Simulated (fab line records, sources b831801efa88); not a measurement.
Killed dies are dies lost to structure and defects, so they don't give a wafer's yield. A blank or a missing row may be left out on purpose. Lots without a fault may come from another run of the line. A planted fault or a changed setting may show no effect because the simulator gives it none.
A struck lot beside a sound one | flow sky130 | 15 steps out of a route of 708
Sound: wafers L680.2, L680.4, L680.5. Struck: wafers L685.1, L685.2, L685.3. The cause comes at the end.
At each step with rows: each side's tool, then ch and its chambers, then its first start. Under that, the readings that differ: sound wafers | struck wafers | difference of the means | sigmas: that difference in standard deviations of wafers without a fault.
alike: readings whose means differ by less than 2 such deviations, and words and numbers that are the same on both sides. not compared: withheld readings, readings that some wafer has no value for, bounds like >300 that may hide the same value, and numbers for which the record gives no deviation and whose values overlap.
The two part at a step that has a row with sigmas, a row that says differs or no value, or rows on one side only. Numbers that don't overlap but have no deviation are shown without sigmas and don't part them. A reading that every wafer of one side lacks parts them only if that side has two wafers or more.

SKY_VT_ADJUST_HVTR_OVL_MEAS_08:
  sound on overlay-01, day 11 13:41; struck on overlay-02, day 12 20:07
  alike: VT_ADJUST_HVTR_OVL
then, 1 step without rows for these wafers: SKY_VT_ADJUST_HVTR_IMPLANT_09.
SKY_VT_ADJUST_HVTR_STRIP_10: strips in O2/N2.
  sound on plasma_asher-03 ch 0,1, day 11 13:52; struck on plasma_asher-02 ch 0,1, day 12 20:17
  alike: drypump_motor_current_A, oes_product_au, strip_time_to_endpoint_s
  not compared: rf_hours_counter_h
SKY_VT_ADJUST_HVTR_TW_MEAS_11:
  sound on film_metro-01, day 11 13:58; struck on film_metro-02, day 12 20:23
  alike: VT_ADJUST_HVTR_TW
then, 7 steps without rows for these wafers: SKY_VT_ADJUST_PCH_DEHYDRATE_00 (time 60 s); SKY_VT_ADJUST_PCH_HMDS_01 (prime time 60 s); SKY_VT_ADJUST_PCH_COAT_02 (resist thk 3000 nm); SKY_VT_ADJUST_PCH_SOFTBAKE_03; SKY_VT_ADJUST_PCH_EXPOSE_04 (exposes mask NWM, target cd 840 nm); SKY_VT_ADJUST_PCH_PEB_05; SKY_VT_ADJUST_PCH_DEVELOP_06 (develop time 60 s).
SKY_VT_ADJUST_PCH_OVL_MEAS_07:
  sound on overlay-02, day 12 13:46; struck on overlay-01, day 13 21:41
  alike: VT_ADJUST_PCH_OVL
SKY_VT_ADJUST_PCH_IMPLANT_08:
  sound on implanter-04 ch 0, day 12 13:49; struck on implanter-04, day 13 21:43
  no value came back on the struck wafers for beam_energy_keV, beam_on_s (s); on the sound wafers beam_energy_keV reads 9.862 9.863 9.866
SKY_VT_ADJUST_PCH_STRIP_09: strips in O2/N2.
  sound on plasma_asher-02 ch 0,1, day 12 13:56; struck on plasma_asher-03 ch 0,1, day 13 21:52
  alike: drypump_motor_current_A, oes_product_au, strip_time_to_endpoint_s
  not compared: rf_hours_counter_h
SKY_VT_ADJUST_PCH_TW_MEAS_10:
  sound on film_metro-02, day 12 14:03; struck on film_metro-04, day 13 21:58
  reading          | sound             | struck         | difference | sigmas
  VT_ADJUST_PCH_TW | 141.5 142.1 142.5 | 30.2 30.2 30.2 | -111.8     | -93

WHERE THEY PART
First at SKY_VT_ADJUST_PCH_IMPLANT_08; last, within this record, at SKY_VT_ADJUST_PCH_TW_MEAS_10.

WHY: what the simulator had put in
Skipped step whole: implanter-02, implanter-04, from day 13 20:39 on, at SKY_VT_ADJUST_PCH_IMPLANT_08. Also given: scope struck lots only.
